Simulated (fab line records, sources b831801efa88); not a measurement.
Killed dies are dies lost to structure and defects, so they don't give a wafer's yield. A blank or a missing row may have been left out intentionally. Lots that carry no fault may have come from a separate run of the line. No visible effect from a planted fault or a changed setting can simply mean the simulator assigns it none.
Split-lot trial	flow sfqLine	on a route of 325 steps: 5 lots, 23 wafers read

THE SPLIT
At SFQ_TRILAYER_I1_VIA_LITHO_COAT_054 (resist thk 62 nm), the setting resistThkNm was moved away from the recipe's 62 nm on 9 of the 23 wafers read, by -3.7% to +5.7%. The other wafers ran this setting at the recipe's value.

Between the split and the reading, the file records no step.

THE READING
oesProductAu, in a.u., at SFQ_TRILAYER_I1_VIA_BARC_OPEN_VIA_ETCH_071 (etches BARC in O2, target depth 125 nm, time 41.7 s). Typical for fault-free wafers on this fab line: 0.684 a.u., with standard deviation 0.0043 a.u.

wafer	tool, chamber at the split	resistThkNm as run, nm	against the recipe	oesProductAu, a.u.	against lot-mates on the recipe
L075.1	lithoTrack-02, 0	62	recipe	0.686	-
L075.3	lithoTrack-02, 0	62	recipe	0.694	-
L075.4	lithoTrack-02, 0	62	recipe	0.680	-
L075.5	lithoTrack-02, 0	62	recipe	0.692	-
L075.6	lithoTrack-02, 0	62	recipe	0.689	-
L077.1	lithoTrack-01, 0	59.86	-3.5%	0.674	-0.012
L077.2	lithoTrack-01, 0	62	recipe	0.689	-
L077.3	lithoTrack-01, 0	59.86	-3.5%	0.672	-0.014
L077.4	lithoTrack-01, 0	62	recipe	0.684	-
L077.5	lithoTrack-01, 0	59.86	-3.5%	0.677	-0.009
L078.1	lithoTrack-02, 0	62	recipe	0.685	-
L078.3	lithoTrack-02, 0	59.71	-3.7%	0.673	-0.010
L078.4	lithoTrack-02, 0	59.71	-3.7%	0.670	-0.013
L078.5	lithoTrack-02, 0	62	recipe	0.681	-
L078.6	lithoTrack-02, 0	59.71	-3.7%	0.675	-0.008
L079.1	lithoTrack-03, 0	62	recipe	0.679	-
L079.2	lithoTrack-03, 0	65.55	+5.7%	0.700	+0.019
L079.3	lithoTrack-03, 0	65.55	+5.7%	0.712	+0.031
L079.4	lithoTrack-03, 0	65.55	+5.7%	0.701	+0.020
L079.5	lithoTrack-03, 0	62	recipe	0.683	-
L082.1	lithoTrack-01, 0	62	recipe	0.695	-
L082.2	lithoTrack-01, 0	62	recipe	0.684	-
L082.4	lithoTrack-01, 0	62	recipe	0.687	-

FIT RESULTS
A straight line over all 23 wafers: oesProductAu changes by +0.00333 a.u. for each +1% of resistThkNm; r = +0.90; the points scatter about the line by 0.0046 a.u.
The same after taking each lot's own level away (the mean of its wafers on the recipe; 23 wafers): +0.00368 a.u. for each +1%; r = +0.93; scatter 0.0042 a.u.
Per that fit: largest resistThkNm move, reading shift of 0.021 a.u.
From 0.6810 to 0.6887 a.u.: that is the span of the lots' own levels, equal to 1.8 times the standard deviation above.
The two slopes agree, so the slope changes little with the lot-to-lot level.
Check: with one of the wafers moved furthest among these (+5.7%) left out of the fit, the line predicts +0.0228 a.u. for it against its lot-mates. Against them it came out at +0.019 a.u.

FURTHER SPLITS ON THESE WAFERS
Before the reading, these wafers also passed through other splits. Each is held against what the fit with the lots' levels taken away leaves over:
other split on the same wafers	wafers away from the commonest value	r with oesProductAu (lot level and that fit taken away)
SFQ_TRILAYER_INCOMING_OXIDATION_002 oxTimeS	15	-0.07
SFQ_TRILAYER_L0_LITHO_COAT_005 resistThkNm	6	-0.02
SFQ_TRILAYER_M0_DEP_SPUTTER_019 timeS	4	-0.03
SFQ_TRILAYER_M0_BARC_OPEN_METAL_ETCH_031 timeS	11	+0.16
SFQ_TRILAYER_I0_VIA_LITHO_COAT_036 spinRpm	9	+0.02
SFQ_TRILAYER_M1_DEP_SPUTTER_037 timeS	11	-0.12

THE WHOLE CHAIN: every reading that the file lists as answering this split, in the file's order
step	what it does	reading	change (the file's fit)	r (the file's)
SFQ_TRILAYER_I1_VIA_LITHO_COAT_054	resist thk 62 nm	BARC_of_TRILAYER_I1_VIA_LITHO_COAT_054.thkNm (the simulator's own value, which no gauge read)	+0.616 nm for each +1% of the setting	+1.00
SFQ_TRILAYER_I1_VIA_BARC_OPEN_VIA_ETCH_071	etches BARC in O2, target depth 125 nm, time 41.7 s	oesProductAu	+0.00367 a.u. for each +1% of the setting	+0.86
SFQ_TRILAYER_I1_VIA_BARC_OPEN_VIA_ETCH_071	etches BARC in O2, target depth 125 nm, time 41.7 s	etch.depthNm (the simulator's own value, which no gauge read)	+0.613 nm for each +1% of the setting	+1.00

FILE'S OWN FIT
oesProductAu changes by +0.00367 a.u. for each +1% of resistThkNm, r = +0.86.
